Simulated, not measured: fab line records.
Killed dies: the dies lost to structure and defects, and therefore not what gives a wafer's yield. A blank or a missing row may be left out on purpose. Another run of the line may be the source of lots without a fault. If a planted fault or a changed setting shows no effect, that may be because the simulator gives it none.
Which tool was responsible? | flow sky130 | 18 wafers from 6 lots sampled at 3 of the route's 708 steps

== WHAT THE GAUGES READ, wafer by wafer ==
SKY_VT_ADJUST_HVTP_TW_MEAS_11.
lot  | measured     | on           | VT_ADJUST_HVTP_TW
L110 | day 6 15:43  | filmMetro-04 | 1368 1366 1371
L113 | day 7 13:10  | filmMetro-01 | 1344 1337 1344
L117 | day 8 12:16  | filmMetro-01 | 1352 1346 1340
L124 | day 10 16:16 | filmMetro-03 | 1357 1353 1361
L127 | day 11 05:34 | filmMetro-03 | 1362 1358 1360
L131 | day 12 06:04 | filmMetro-01 | 1350 1344 1344

== TOOL THAT RAN EACH LOT (tool first, then ch and the chambers of the sampled wafers, then the start) ==
lot  | SKY_DNWELL_STRIP_08                | SKY_VT_ADJUST_HVTP_IMPLANT_09
L110 | plasmaAsher-01 ch 0,1, day 3 13:40 | implanter-04 ch 0, day 6 15:28
L113 | plasmaAsher-02 ch 0, day 4 08:36   | implanter-02 ch 0, day 7 12:55
L117 | plasmaAsher-01 ch 0,1, day 5 05:15 | implanter-04 ch 0, day 8 12:01
L124 | plasmaAsher-01 ch 0,1, day 7 00:42 | implanter-01 ch 0, day 10 16:01
L127 | plasmaAsher-02 ch 0,1, day 7 12:15 | implanter-01 ch 0, day 11 05:19
L131 | plasmaAsher-01 ch 0,1, day 8 08:37 | implanter-02 ch 0, day 12 05:49
- SKY_DNWELL_STRIP_08: strips in O2/N2.
- SKY_VT_ADJUST_HVTP_IMPLANT_09

== THE ANSWER, worked out from the rows above alone ==
Rule: what is usual is taken from the lots themselves. Put in order of their means at a reading, lots are off if they are a third of the lots or fewer, leave a main group of 4 or more, and stand apart from it by a gap of 3 or more times the standard deviation of the main group's means; of several such gaps the widest counts. The tables above print the reading to a certain number of digits; a main group whose means all agree to those digits is not used. A lot without any number at a reading at which 4 lots or more have one is off too. Any other lot the step has rows for is counted as sound.
Across all readings shown, no lot is off: no conclusion can be drawn from this.

== WHAT THE SIMULATOR HAD PUT IN ==
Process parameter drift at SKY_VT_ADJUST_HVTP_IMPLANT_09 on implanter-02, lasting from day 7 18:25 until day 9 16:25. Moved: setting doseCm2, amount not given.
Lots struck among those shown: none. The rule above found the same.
